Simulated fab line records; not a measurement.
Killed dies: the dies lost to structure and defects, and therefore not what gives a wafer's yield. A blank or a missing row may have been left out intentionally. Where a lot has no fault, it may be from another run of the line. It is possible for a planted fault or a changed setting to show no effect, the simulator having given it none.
Matching of chambers ; flow gf180mcu ; 4 sister chambers for GF_POLY_GATE_ETCH_12 on rieDiel-04
The step etches BARC in N2/H2. 4 wafers are shown with their chamber, then 7 later ones without.

== EACH WAFER AND ITS CHAMBER ==
wafer;chamber;throttleValvePct (%)
L678.1;2;13.226
L678.2;1;13.230
L680.3;0;13.216
L680.4;3;13.202

== WAFERS MISSING THEIR CHAMBER ==
wafer;throttleValvePct (%)
L680.6;13.208
L683.1;13.209
L683.2;13.210
L683.3;13.199
L688.1;13.217
L688.5;13.217
L688.6;13.227

== WHICH CHAMBER EACH ONE RAN IN ==
wafer;from the rows above;in truth
L680.6;can't be placed: 3 or 0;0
L683.1;can't be placed: 0 or 3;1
L683.2;can't be placed: 0 or 3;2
L683.3;3;3
L688.1;can't be placed: 0 or 2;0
L688.5;can't be placed: 0 or 2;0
L688.6;can't be placed: 2 or 1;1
Correctly placed: 1 of 7. Not placeable from these rows: 6 (in 4, the candidates include the true chamber). 0 placed wrongly.
How it was worked out, from the rows above alone: a wafer's distance from a chamber is the root of the sum, over the readings, of the square of ((its reading less the chamber's mean) divided by the reading's scatter). If the next closest chamber is less than 2 further off than the closest, the wafer can't be placed; otherwise it belongs to the closest. A chamber's mean is the mean of its shown wafers. The scatter: with one shown wafer a chamber, the root of the mean of the squares of how far each hidden wafer lies from its nearest shown one.
